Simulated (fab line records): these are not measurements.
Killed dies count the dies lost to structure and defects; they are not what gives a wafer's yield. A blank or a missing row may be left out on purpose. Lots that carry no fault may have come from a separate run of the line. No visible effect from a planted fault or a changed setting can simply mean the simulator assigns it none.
fab line records + flow sky130
record:
- lots: 7
- wafers: 21
- lastDay: 50
route steps=708 shown LDD_HVP@283 LDD_LDN@289
lots with no fault: from the same line, run without faults
startH: start of the lot's first displayed wafer, in hours after the record's first day + waitH: time in hours since the lot's previous step + " same as the row above + L1.1+2: several wafers, shown together as one row + - no value, or no start was given + * or withheld: withheld + < > ~ a bound
route shown NAME@n: NAME is a module with steps in the file, n the number in the route of the first one + usual: mean and standard deviation over wafers with no fault + same: alike in all rows + chamber/n: place in a boat + sites: readings site by site + _std_site: how widely they spread, as a standard deviation + _edge_site: the outer-site mean with the inner-site mean subtracted + radiusMm: for every site, how far away it sits from the centre of the wafer + mask NAME#n: copy n + behind: tool/chamber where the wafer was last shaped + hold: the reason the lot was held/the length of the hold in hours/how it ended + device: transistor that didn't switch, given as n, p or np + end of line: the route-end tests of the same wafers + where a step has no rows: the recipe by itself + killed: dies that structure and defects cost at the first sort, which is not the same as the wafer's yield + map: shows each die of a wafer: x if killed, . if not, _ if none is there
set.NAME: the run value of the setting; set.NAME@STEP: its run value at that earlier step + model.NAME: the simulator's own value behind a step, which no gauge read
lots at selected steps of the route; one table per step, one row per wafer
services: the hour from which a tool's chamber was out of use, counted from the record's first day as startH (under 0 if before that day), plus the number of hours and why
== steps ==
step: SKY_LDD_HVP_PEB_05
recipe:
- tempC: withheld
- timeS: *
- resist: NOVOLAK
step: SKY_LDD_HVP_DEVELOP_06
recipe:
- resist: NOVOLAK
- developer: TMAH
- developTimeS: 60
- devTempC: 23
step: SKY_LDD_HVP_OVL_MEAS_07
usual:
- LDD_HVP_OVL: 1.7/1.5
| lot.wafer | tool       | chamber | startH | waitH | LDD_HVP_OVL[nm] |
|-----------|------------|---------|--------|-------|-----------------|
| L185.1    | overlay-02 | -       | 551.42 | 0.1   | 0.4             |
| L185.5    | "          | -       | "      | "     | 0.2             |
| L185.6    | "          | -       | "      | "     | -1.7            |
| L190.1    | overlay-02 | -       | 575.17 | 0.1   | -0.5            |
| L190.2    | "          | -       | "      | "     | 0.6             |
| L190.5    | "          | -       | "      | "     | 0.2             |
| L192.2    | overlay-02 | -       | 600.89 | 0.1   | 2.0             |
| L192.4    | "          | -       | "      | "     | 4.3             |
| L192.5    | "          | -       | "      | "     | 4.7             |
| L194.3    | overlay-02 | -       | 608.64 | 0.1   | 1.8             |
| L194.5    | "          | -       | "      | "     | 1.9             |
| L194.6    | "          | -       | "      | "     | 2.9             |
| L199.1    | overlay-02 | -       | 646.42 | 0.1   | 2.7             |
| L199.4    | "          | -       | "      | "     | -0.9            |
| L199.5    | "          | -       | "      | "     | 1.2             |
| L200.1    | overlay-02 | -       | 655.32 | 0.1   | 1.1             |
| L200.3    | "          | -       | "      | "     | 0.6             |
| L200.5    | "          | -       | "      | "     | 1.9             |
| L201.1    | overlay-01 | -       | 669.82 | 0.1   | 3.4             |
| L201.5    | "          | -       | "      | "     | 3.0             |
| L201.6    | "          | -       | "      | "     | 3.4             |
step: SKY_LDD_HVP_IMPLANT_08
recipe:
- species: B
- energyKev: 20
- doseCm2: 1.663e+13
- tiltDeg: 17.9
step: SKY_LDD_HVP_STRIP_09
recipe:
- chemistry: O2/N2
- powerW: 1400
- pressureMtorr: 1500
- platenTempC: withheld
- o2FlowSccm: 3000
- n2FlowSccm: 300
- overashFraction: 0.5
usual:
- drypumpMotorCurrentA: 5.78/0.3
- oesProductAu: 0.408/0.0047
- stripTimeToEndpointS: 4.138/0.017
| lot.wafer | tool           | chamber | startH | waitH | drypumpMotorCurrentA | oesProductAu | rfHoursCounterH | stripTimeToEndpointS |
|-----------|----------------|---------|--------|-------|----------------------|--------------|-----------------|----------------------|
| L185.1    | plasmaAsher-02 | 1       | 551.60 | 0.1   | 5.84                 | 0.411        | 40              | 4.141                |
| L185.5    | "              | 1       | "      | "     | 5.90                 | 0.411        | -               | 4.139                |
| L185.6    | "              | 0       | "      | "     | 5.53                 | 0.408        | -               | 4.151                |
| L190.1    | plasmaAsher-04 | 1       | 575.35 | 0.1   | 6.15                 | 0.410        | 83              | 4.137                |
| L190.2    | "              | 0       | "      | "     | 5.81                 | 0.405        | 83              | 4.147                |
| L190.5    | "              | 0       | "      | "     | 5.80                 | 0.411        | -               | 4.153                |
| L192.2    | plasmaAsher-02 | 0       | 601.07 | 0.1   | 5.53                 | 0.410        | 45              | 4.143                |
| L192.4    | "              | 1       | "      | "     | 5.84                 | 0.409        | -               | 4.107                |
| L192.5    | "              | 0       | "      | "     | 5.54                 | 0.408        | -               | 4.151                |
| L194.3    | plasmaAsher-04 | 1       | 608.85 | 0.1   | 6.15                 | 0.411        | -               | 4.118                |
| L194.5    | "              | 0       | "      | "     | 5.81                 | 0.410        | -               | 4.130                |
| L194.6    | "              | 1       | "      | "     | 6.15                 | 0.412        | -               | 4.131                |
| L199.1    | plasmaAsher-04 | 1       | 646.60 | 0.1   | 6.15                 | 0.410        | 90              | 4.127                |
| L199.4    | "              | 0       | "      | "     | 5.81                 | 0.405        | -               | 4.151                |
| L199.5    | "              | 0       | "      | "     | 5.83                 | 0.404        | -               | 4.141                |
| L200.1    | plasmaAsher-04 | 1       | 655.50 | 0.1   | 6.12                 | 0.408        | 91              | 4.157                |
| L200.3    | "              | 0       | "      | "     | 5.82                 | 0.405        | -               | 4.148                |
| L200.5    | "              | 0       | "      | "     | 5.81                 | 0.407        | -               | 4.155                |
| L201.1    | plasmaAsher-02 | 1       | 670.00 | 0.1   | 5.87                 | 0.408        | 51              | 4.127                |
| L201.5    | "              | 0       | "      | "     | 5.54                 | 0.403        | -               | 4.133                |
| L201.6    | "              | 1       | "      | "     | 5.86                 | 0.418        | -               | 4.140                |
step: SKY_LDD_HVP_TW_MEAS_10
usual:
- LDD_HVP_TW: 454/4
| lot.wafer | tool         | chamber | startH | waitH | LDD_HVP_TW |
|-----------|--------------|---------|--------|-------|------------|
| L185.1    | filmMetro-03 | -       | 551.70 | 0.1   | 456        |
| L185.5    | "            | -       | "      | "     | 457        |
| L185.6    | "            | -       | "      | "     | 459        |
| L190.1    | filmMetro-03 | -       | 575.45 | 0.1   | 455        |
| L190.2    | "            | -       | "      | "     | 456        |
| L190.5    | "            | -       | "      | "     | 455        |
| L192.2    | filmMetro-03 | -       | 601.18 | 0.1   | 455        |
| L192.4    | "            | -       | "      | "     | 459        |
| L192.5    | "            | -       | "      | "     | 460        |
| L194.3    | filmMetro-04 | -       | 608.94 | 0.1   | 451        |
| L194.5    | "            | -       | "      | "     | 451        |
| L194.6    | "            | -       | "      | "     | 449        |
| L199.1    | filmMetro-03 | -       | 646.70 | 0.1   | 456        |
| L199.4    | "            | -       | "      | "     | 456        |
| L199.5    | "            | -       | "      | "     | 458        |
| L200.1    | filmMetro-04 | -       | 655.60 | 0.1   | 451        |
| L200.3    | "            | -       | "      | "     | 455        |
| L200.5    | "            | -       | "      | "     | 457        |
| L201.1    | filmMetro-01 | -       | 670.10 | 0.1   | 447        |
| L201.5    | "            | -       | "      | "     | 448        |
| L201.6    | "            | -       | "      | "     | 447        |
step: SKY_LDD_LDN_DEHYDRATE_00
recipe:
- tempC: 200
- timeS: 60
step: SKY_LDD_LDN_HMDS_01
recipe:
- primeTimeS: 60
- primeTempC: 120
step: SKY_LDD_LDN_COAT_02
recipe:
- resist: NOVOLAK
- spinRpm: 3000
- resistThkNm: 1140
step: SKY_LDD_LDN_SOFTBAKE_03
recipe:
- tempC: 90
- timeS: 60
- resist: NOVOLAK
step: SKY_LDD_LDN_EXPOSE_04
recipe:
- maskId: LDNTM
- na: 0.6
- sourceShape: conventional
- sigmaOuter: 0.6
- polarization: unpolarized
- targetCdNm: 700
- doseMj: 140
step: SKY_LDD_LDN_PEB_05
recipe:
- tempC: withheld
- timeS: *
- resist: NOVOLAK
step: SKY_LDD_LDN_DEVELOP_06
recipe:
- resist: NOVOLAK
- developer: TMAH
- developTimeS: 60
- devTempC: 23
usual:
- chillPlateTempC: 23.00/0.11
- developTimeS: 60/0
| lot.wafer | tool          | chamber | startH | waitH | chillPlateTempC | developTimeS |
|-----------|---------------|---------|--------|-------|-----------------|--------------|
| L185.1    | lithoTrack-02 | 0       | 580.92 | 0.1   | 23.31           | 60           |
| L185.5    | "             | 0       | "      | "     | 23.10           | 60           |
| L185.6    | "             | 0       | "      | "     | 23.05           | 60           |
| L190.1    | lithoTrack-02 | 0       | 603.96 | 0.1   | 23.15           | 60           |
| L190.2    | "             | 0       | "      | "     | 22.96           | 60           |
| L190.5    | "             | 0       | "      | "     | 22.87           | 60           |
| L192.2    | lithoTrack-01 | 0       | 629.81 | 0.1   | 22.93           | 60           |
| L192.4    | "             | 0       | "      | "     | 22.99           | 60           |
| L192.5    | "             | 0       | "      | "     | 22.93           | 60           |
| L194.3    | lithoTrack-01 | 0       | 637.73 | 0.1   | 23.08           | 60           |
| L194.5    | "             | 0       | "      | "     | 23.27           | 60           |
| L194.6    | "             | 0       | "      | "     | 23.23           | 60           |
| L199.1    | lithoTrack-01 | -       | 674.58 | 0.1   | -               | -            |
| L199.4    | "             | -       | "      | "     | -               | -            |
| L199.5    | "             | -       | "      | "     | -               | -            |
| L200.1    | lithoTrack-03 | -       | 682.38 | 0.1   | -               | -            |
| L200.3    | "             | -       | "      | "     | -               | -            |
| L200.5    | "             | -       | "      | "     | -               | -            |
| L201.1    | lithoTrack-01 | -       | 698.13 | 0.1   | -               | -            |
| L201.5    | "             | -       | "      | "     | -               | -            |
| L201.6    | "             | -       | "      | "     | -               | -            |
step: SKY_LDD_LDN_OVL_MEAS_07
usual:
- LDD_LDN_OVL: -0.1/1.3
| lot.wafer | tool       | chamber | startH | waitH | LDD_LDN_OVL[nm] |
|-----------|------------|---------|--------|-------|-----------------|
| L185.1    | overlay-01 | -       | 581.07 | 0.1   | -1.8            |
| L185.5    | "          | -       | "      | "     | -1.6            |
| L185.6    | "          | -       | "      | "     | -1.4            |
| L190.1    | overlay-01 | -       | 604.11 | 0.1   | -1.3            |
| L190.2    | "          | -       | "      | "     | -2.9            |
| L190.5    | "          | -       | "      | "     | 0.1             |
| L192.2    | overlay-01 | -       | 629.94 | 0.1   | -0.6            |
| L192.4    | "          | -       | "      | "     | 1.3             |
| L192.5    | "          | -       | "      | "     | 0.1             |
| L194.3    | overlay-01 | -       | 637.84 | 0.1   | 1.1             |
| L194.5    | "          | -       | "      | "     | 1.6             |
| L194.6    | "          | -       | "      | "     | 1.1             |
| L199.1    | overlay-01 | -       | 674.73 | 0.1   | -               |
| L199.4    | "          | -       | "      | "     | -               |
| L199.5    | "          | -       | "      | "     | -               |
| L200.1    | overlay-02 | -       | 682.53 | 0.1   | -               |
| L200.3    | "          | -       | "      | "     | -               |
| L200.5    | "          | -       | "      | "     | -               |
| L201.1    | overlay-01 | -       | 698.28 | 0.1   | -               |
| L201.5    | "          | -       | "      | "     | -               |
| L201.6    | "          | -       | "      | "     | -               |
== services ==
| tool           | chamber | startH | hours | kind |
|----------------|---------|--------|-------|------|
| plasmaAsher-04 | -       | 597.59 | 2.8   | pm   |
== key ==
firstSign:
- step: SKY_LDD_LDN_DEVELOP_06
- reading: toolRecord
- direction: missing
effect none on later readings
metAt SKY_LDD_LDN_DEVELOP_06
struckWafers L199.1,L199.4,L199.5,L200.1,L200.3,L200.5,L201.1,L201.5,L201.6
sortLeftOut L199.1,L199.4,L199.5,L200.1,L200.3,L200.5,L201.1,L201.5,L201.6
testerLeftOut L199,L200,L201
onsetBetween 637.73 674.58
fault:
- kind: skippedStepWhole
- tool: lithoTrack-01,lithoTrack-03
- chamber: -
- onsetH: 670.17
- steps: SKY_LDD_LDN_DEVELOP_06
- scope: struckLotsOnly
testerLeftOut: of these lots the tester's yield and bins aren't shown, on N5 and GAA mostly nor the transistor test; their killed dies are dies lost to structure and defects alone, not to doping, threshold or leakage, so they don't give the yield
sortLeftOut: the simulated sort isn't trusted on such a fault, so these wafers' sort isn't shown, and their yield isn't known
